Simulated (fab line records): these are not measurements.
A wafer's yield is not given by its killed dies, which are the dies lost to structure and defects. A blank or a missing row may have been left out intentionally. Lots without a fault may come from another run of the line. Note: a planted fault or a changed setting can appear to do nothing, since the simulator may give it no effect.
What tool caused it? -- flow gf180mcu -- 24 lots, 72 wafers sampled, at 2 steps of a route of 602

WHAT EACH GAUGE READ, for each wafer
GF_STI_THK_MEAS_22.
lot,measured,on,STI_OXIDATION_01_THK (nm)
L074,day 2 04:40,film-metro-04,15.27 14.98 15.16
L075,day 2 13:05,film-metro-04,15.05 15.31 15.10
L076,day 2 16:50,film-metro-01,14.95 15.02 15.07
L077,day 2 22:54,film-metro-01,14.73 14.66 14.82
L078,day 3 04:16,film-metro-01,14.71 14.65 14.80
L079,day 3 06:42,film-metro-01,14.61 14.40 14.40
L080,day 3 15:25,film-metro-04,14.66 14.52 14.59
L081,day 3 20:28,film-metro-04,14.63 14.67 14.89
L082,day 3 21:35,film-metro-02,14.65 14.74 14.56
L083,day 4 03:32,film-metro-04,14.49 14.54 14.50
L084,day 4 07:16,film-metro-04,15.29 15.27 15.41
L085,day 4 14:57,film-metro-04,14.68 14.70 14.59
L086,day 4 16:39,film-metro-04,15.20 15.22 15.13
L087,day 4 22:46,film-metro-04,14.67 14.85 14.71
L088,day 5 02:58,film-metro-02,14.78 14.93 14.98
L089,day 5 08:59,film-metro-04,14.85 14.91 14.92
L090,day 5 14:51,film-metro-02,14.58 14.73 14.65
L091,day 5 19:50,film-metro-01,15.11 15.34 14.90
L092,day 5 23:37,film-metro-02,15.11 15.16 14.96
L093,day 6 05:22,film-metro-02,14.88 14.95 14.94
L094,day 6 10:46,film-metro-04,14.75 15.04 14.67
L095,day 6 15:38,film-metro-04,14.86 14.88 14.85
L096,day 6 20:44,film-metro-04,15.03 14.95 15.29
L097,day 7 01:53,film-metro-04,15.36 15.48 15.23

GF_M2_OVL_MEAS_15.
lot,measured,on,M2_OVL (nm)
L074,day 19 11:44,overlay-02,-1 1 -4
L075,day 20 04:35,overlay-02,4 -2 16
L076,day 20 07:02,overlay-02,-2 -1 -6
L077,day 20 12:34,overlay-01,5 -6 0
L078,day 20 23:20,overlay-01,-4 10 -2
L079,day 21 07:22,overlay-02,-2 -5 -11
L080,day 21 23:47,overlay-01,0 0 -2
L081,day 22 11:40,overlay-02,-13 -12 -6
L082,day 22 13:40,overlay-01,-1 -2 0
L083,day 22 22:31,overlay-01,0 -1 -4
L084,day 22 22:10,overlay-01,6 -6 1
L085,day 23 11:57,overlay-02,5 -5 5
L086,day 23 16:31,overlay-02,-2 -2 1
L087,day 24 03:57,overlay-02,4 -2 0
L088,day 24 09:05,overlay-02,11 3 8
L089,day 24 14:37,overlay-01,-4 -1 1
L090,day 25 01:10,overlay-02,3 -11 -4
L091,day 25 09:52,overlay-02,-5 -1 5
L092,day 25 18:20,overlay-02,4 3 7
L093,day 26 01:43,overlay-02,-5 -9 7
L094,day 26 03:43,overlay-02,-4 -2 1
L095,day 26 11:16,overlay-01,-3 -2 -8
L096,day 26 16:32,overlay-02,-3 0 0
L097,day 26 22:47,overlay-01,4 6 3

WHAT TOOL EACH LOT RAN ON (gives the tool, then ch and the chambers of the sampled wafers, and finally the start)
Record: no process step prior to these readings.

AS READ BY THE TOOLS THEMSELVES (means over the sampled wafers that have a number; for cases with no such wafer, the mark the record gives instead)
The record holds no such reading with a usual standard deviation.

THE ANSWER, worked out from the rows above alone
Rule: usual is defined by the lots themselves. Put in order of their means at a reading, lots are off if they are a third of the lots or fewer, leave a main group of 4 or more, and stand apart from it by a gap of 3 or more times the standard deviation of the main group's means; of several such gaps the widest counts. If all means in a main group match to the digits the tables above print for the reading, that group is not used. A lot without any number at a reading at which 4 lots or more have one is off too. Where the step has rows for the other lots, those lots are counted as sound. After the gauges, taken in route order, come the tools' own readings; for these a lot's mean is taken, as printed above. At the first step where some lot is off, the reading lying furthest off is the one used; lots without a number count as furthest.
Nothing can be told from this: no lot is off at any reading shown.

WHAT WAS PUT IN BY THE SIMULATOR
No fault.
